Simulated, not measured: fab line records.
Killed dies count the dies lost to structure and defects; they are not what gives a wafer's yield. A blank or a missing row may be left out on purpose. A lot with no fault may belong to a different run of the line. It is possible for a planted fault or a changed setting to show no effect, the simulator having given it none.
Split-lot trial || flow sky130 || on a route of 708 steps: 5 lots, 23 wafers read

## SPLIT DETAILS
At SKY_NWELL_COAT_18 (resist thk 3000 nm), the setting resist_thk_nm was moved away from the recipe's 3000 nm on 9 of the 23 wafers read, by -3.6% to +4.6%. For the rest of the wafers, this setting stayed at what the recipe calls for.

The reading comes from the split's own step.

## THE READING
coat_of_NWELL_COAT_18.thk_nm (the simulator's own value, which no gauge read), in nm, at SKY_NWELL_COAT_18 (resist thk 3000 nm). No usual value for it is given in the file. Across the 14 wafers here that went through the recipe, the average is 2995 nm and the standard deviation 7.3 nm.

{"wafer": "L074.1", "tool, chamber at the split": "litho_track-04, 0", "resist_thk_nm as run, nm": 3000, "against the recipe": "recipe", "coat_of_NWELL_COAT_18.thk_nm, nm": 3001, "against lot-mates on the recipe": "-"}
{"wafer": "L074.3", "tool, chamber at the split": "litho_track-04, 0", "resist_thk_nm as run, nm": 3000, "against the recipe": "recipe", "coat_of_NWELL_COAT_18.thk_nm, nm": 2992, "against lot-mates on the recipe": "-"}
{"wafer": "L074.4", "tool, chamber at the split": "litho_track-04, 0", "resist_thk_nm as run, nm": 3000, "against the recipe": "recipe", "coat_of_NWELL_COAT_18.thk_nm, nm": 2995, "against lot-mates on the recipe": "-"}
{"wafer": "L074.5", "tool, chamber at the split": "litho_track-04, 0", "resist_thk_nm as run, nm": 3000, "against the recipe": "recipe", "coat_of_NWELL_COAT_18.thk_nm, nm": 2991, "against lot-mates on the recipe": "-"}
{"wafer": "L074.6", "tool, chamber at the split": "litho_track-04, 0", "resist_thk_nm as run, nm": 3000, "against the recipe": "recipe", "coat_of_NWELL_COAT_18.thk_nm, nm": 3005, "against lot-mates on the recipe": "-"}
{"wafer": "L080.1", "tool, chamber at the split": "litho_track-02, 0", "resist_thk_nm as run, nm": 3000, "against the recipe": "recipe", "coat_of_NWELL_COAT_18.thk_nm, nm": 3008, "against lot-mates on the recipe": "-"}
{"wafer": "L080.2", "tool, chamber at the split": "litho_track-02, 0", "resist_thk_nm as run, nm": 2893, "against the recipe": "-3.6%", "coat_of_NWELL_COAT_18.thk_nm, nm": 2892, "against lot-mates on the recipe": -114}
{"wafer": "L080.3", "tool, chamber at the split": "litho_track-02, 0", "resist_thk_nm as run, nm": 3000, "against the recipe": "recipe", "coat_of_NWELL_COAT_18.thk_nm, nm": 3005, "against lot-mates on the recipe": "-"}
{"wafer": "L080.4", "tool, chamber at the split": "litho_track-02, 0", "resist_thk_nm as run, nm": 2893, "against the recipe": "-3.6%", "coat_of_NWELL_COAT_18.thk_nm, nm": 2884, "against lot-mates on the recipe": -122}
{"wafer": "L080.5", "tool, chamber at the split": "litho_track-02, 0", "resist_thk_nm as run, nm": 2893, "against the recipe": "-3.6%", "coat_of_NWELL_COAT_18.thk_nm, nm": 2893, "against lot-mates on the recipe": -114}
{"wafer": "L081.1", "tool, chamber at the split": "litho_track-04, 0", "resist_thk_nm as run, nm": 3000, "against the recipe": "recipe", "coat_of_NWELL_COAT_18.thk_nm, nm": 2991, "against lot-mates on the recipe": "-"}
{"wafer": "L081.3", "tool, chamber at the split": "litho_track-04, 0", "resist_thk_nm as run, nm": 3000, "against the recipe": "recipe", "coat_of_NWELL_COAT_18.thk_nm, nm": 2990, "against lot-mates on the recipe": "-"}
{"wafer": "L081.6", "tool, chamber at the split": "litho_track-04, 0", "resist_thk_nm as run, nm": 3000, "against the recipe": "recipe", "coat_of_NWELL_COAT_18.thk_nm, nm": 2985, "against lot-mates on the recipe": "-"}
{"wafer": "L083.1", "tool, chamber at the split": "litho_track-04, 0", "resist_thk_nm as run, nm": 2941, "against the recipe": "-2.0%", "coat_of_NWELL_COAT_18.thk_nm, nm": 2928, "against lot-mates on the recipe": -60}
{"wafer": "L083.2", "tool, chamber at the split": "litho_track-04, 0", "resist_thk_nm as run, nm": 2941, "against the recipe": "-2.0%", "coat_of_NWELL_COAT_18.thk_nm, nm": 2944, "against lot-mates on the recipe": -44}
{"wafer": "L083.3", "tool, chamber at the split": "litho_track-04, 0", "resist_thk_nm as run, nm": 3000, "against the recipe": "recipe", "coat_of_NWELL_COAT_18.thk_nm, nm": 2982, "against lot-mates on the recipe": "-"}
{"wafer": "L083.4", "tool, chamber at the split": "litho_track-04, 0", "resist_thk_nm as run, nm": 3000, "against the recipe": "recipe", "coat_of_NWELL_COAT_18.thk_nm, nm": 2994, "against lot-mates on the recipe": "-"}
{"wafer": "L083.6", "tool, chamber at the split": "litho_track-04, 0", "resist_thk_nm as run, nm": 2941, "against the recipe": "-2.0%", "coat_of_NWELL_COAT_18.thk_nm, nm": 2931, "against lot-mates on the recipe": -57}
{"wafer": "L085.1", "tool, chamber at the split": "litho_track-02, 0", "resist_thk_nm as run, nm": 3137, "against the recipe": "+4.6%", "coat_of_NWELL_COAT_18.thk_nm, nm": 3134, "against lot-mates on the recipe": "+137"}
{"wafer": "L085.2", "tool, chamber at the split": "litho_track-02, 0", "resist_thk_nm as run, nm": 3000, "against the recipe": "recipe", "coat_of_NWELL_COAT_18.thk_nm, nm": 2998, "against lot-mates on the recipe": "-"}
{"wafer": "L085.3", "tool, chamber at the split": "litho_track-02, 0", "resist_thk_nm as run, nm": 3137, "against the recipe": "+4.6%", "coat_of_NWELL_COAT_18.thk_nm, nm": 3138, "against lot-mates on the recipe": "+141"}
{"wafer": "L085.4", "tool, chamber at the split": "litho_track-02, 0", "resist_thk_nm as run, nm": 3000, "against the recipe": "recipe", "coat_of_NWELL_COAT_18.thk_nm, nm": 2996, "against lot-mates on the recipe": "-"}
{"wafer": "L085.5", "tool, chamber at the split": "litho_track-02, 0", "resist_thk_nm as run, nm": 3137, "against the recipe": "+4.6%", "coat_of_NWELL_COAT_18.thk_nm, nm": 3137, "against lot-mates on the recipe": "+140"}

THE FIT
A straight line over all 23 wafers: coat_of_NWELL_COAT_18.thk_nm changes by +30.5 nm for each +1% of resist_thk_nm; r = +1.00; the points scatter about the line by 6.9 nm.
The same after taking each lot's own level away (the mean of its wafers on the recipe; 23 wafers): +30.9 nm for each +1%; r = +1.00; scatter 5.9 nm.
That fit puts the effect of the largest move of resist_thk_nm on the reading at 1.4e+02 nm.
From 2988.0 to 3006.5 nm: that is the span of the lots' own levels, equal to 2.5 times the standard deviation above.
So the lot-to-lot level changes the slope little: the two slopes agree.
Check: +142 nm against its lot-mates is what the line predicts for one of the wafers moved furthest among these (+4.6%) when that wafer is left out of the fit. It came out at +137 nm against them.

## THESE WAFERS: OTHER SPLITS
These wafers also went through other splits before the reading. Each is held against what the fit with the lots' levels taken away leaves over:
{"other split on the same wafers": "SKY_FIELD_ISO_DEVELOP_12 dev_temp_c", "wafers away from the commonest value": 6, "r with coat_of_NWELL_COAT_18.thk_nm (lot level and that fit taken away)": "+0.09"}
{"other split on the same wafers": "SKY_FIELD_ISO_OXIDATION_22 temp_c", "wafers away from the commonest value": 10, "r with coat_of_NWELL_COAT_18.thk_nm (lot level and that fit taken away)": -0.22}
{"other split on the same wafers": "SKY_FIELD_ISO_WET_ETCH_28 time_s", "wafers away from the commonest value": 18, "r with coat_of_NWELL_COAT_18.thk_nm (lot level and that fit taken away)": "+0.04"}
{"other split on the same wafers": "SKY_NWELL_IMPLANT_11 energy_kev", "wafers away from the commonest value": 8, "r with coat_of_NWELL_COAT_18.thk_nm (lot level and that fit taken away)": -0.26}

## THE WHOLE CHAIN: every reading that the file lists as answering this split, in the file's order
{"step": "SKY_NWELL_COAT_18", "what it does": "resist thk 3000 nm", "reading": "coat_of_NWELL_COAT_18.thk_nm (the simulator's own value, which no gauge read)", "change (the file's fit)": "+31 nm for each +1% of the setting", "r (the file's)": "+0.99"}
{"step": "SKY_NWELL_STRIP_25", "what it does": "strips in O2/N2", "reading": "strip_time_to_endpoint_s", "change (the file's fit)": "withheld for each +1% of the setting", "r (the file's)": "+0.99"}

## FILE'S OWN FIT
coat_of_NWELL_COAT_18.thk_nm changes by +31 nm for each +1% of resist_thk_nm, r = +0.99.
